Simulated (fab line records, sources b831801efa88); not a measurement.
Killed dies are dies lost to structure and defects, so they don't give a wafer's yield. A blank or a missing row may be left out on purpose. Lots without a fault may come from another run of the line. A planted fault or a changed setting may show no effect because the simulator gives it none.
Chamber matching | flow sky130 | SKY_METAL4_ETCH_17 on rie_diel-02: 4 sister chambers
The step etches SiO2 in C4F8/O2/Ar, stops on TiN, time 3.9 s, target depth 15 nm. 8 wafers are shown with their chamber, then 11 later ones without.

WAFERS WITH THEIR CHAMBER
wafer  | chamber | oes_product_au (a.u.)
L085.1 | 0       | 0.755
L085.2 | 2       | 0.744
L085.3 | 3       | 0.746
L085.6 | 0       | 0.757
L086.1 | 1       | 0.752
L086.2 | 3       | 0.762
L086.6 | 1       | 0.751
L087.1 | 2       | 0.761

WAFERS WITHOUT THEIR CHAMBER
wafer  | oes_product_au (a.u.)
L087.2 | 0.753
L087.6 | 0.753
L088.1 | 0.738
L088.2 | 0.739
L088.5 | 0.737
L094.3 | 0.758
L094.5 | 0.755
L094.6 | 0.757
L096.1 | 0.756
L096.3 | 0.748
L096.5 | 0.754

WHICH CHAMBER EACH WENT THROUGH
wafer  | from the rows above               | in truth
L087.2 | can't be placed: 2 or 3 or 1 or 0 | 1
L087.6 | can't be placed: 2 or 3 or 1 or 0 | 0
L088.1 | can't be placed: 1 or 2 or 3 or 0 | 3
L088.2 | can't be placed: 1 or 2 or 3 or 0 | 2
L088.5 | can't be placed: 1 or 2 or 3 or 0 | 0
L094.3 | can't be placed: 0 or 3 or 2 or 1 | 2
L094.5 | can't be placed: 0 or 3 or 2 or 1 | 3
L094.6 | can't be placed: 0 or 3 or 2 or 1 | 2
L096.1 | can't be placed: 0 or 3 or 2 or 1 | 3
L096.3 | can't be placed: 1 or 2 or 3 or 0 | 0
L096.5 | can't be placed: 3 or 2 or 0 or 1 | 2
Placed correctly: 0 of 11. Can't be placed from these rows: 11 (the true chamber is among the candidates in 11). Placed wrongly: 0.
How it was worked out, from the rows above alone: a wafer's distance from a chamber is the root of the sum, over the readings, of the square of ((its reading less the chamber's mean) divided by the reading's scatter). The wafer belongs to the nearest chamber; if the next one is less than 2 further off, it can't be placed. A chamber's mean is the mean of its shown wafers. The scatter: the root of (the sum of the squares of (reading less its chamber's mean) over the shown wafers, divided by (wafers less chambers)).
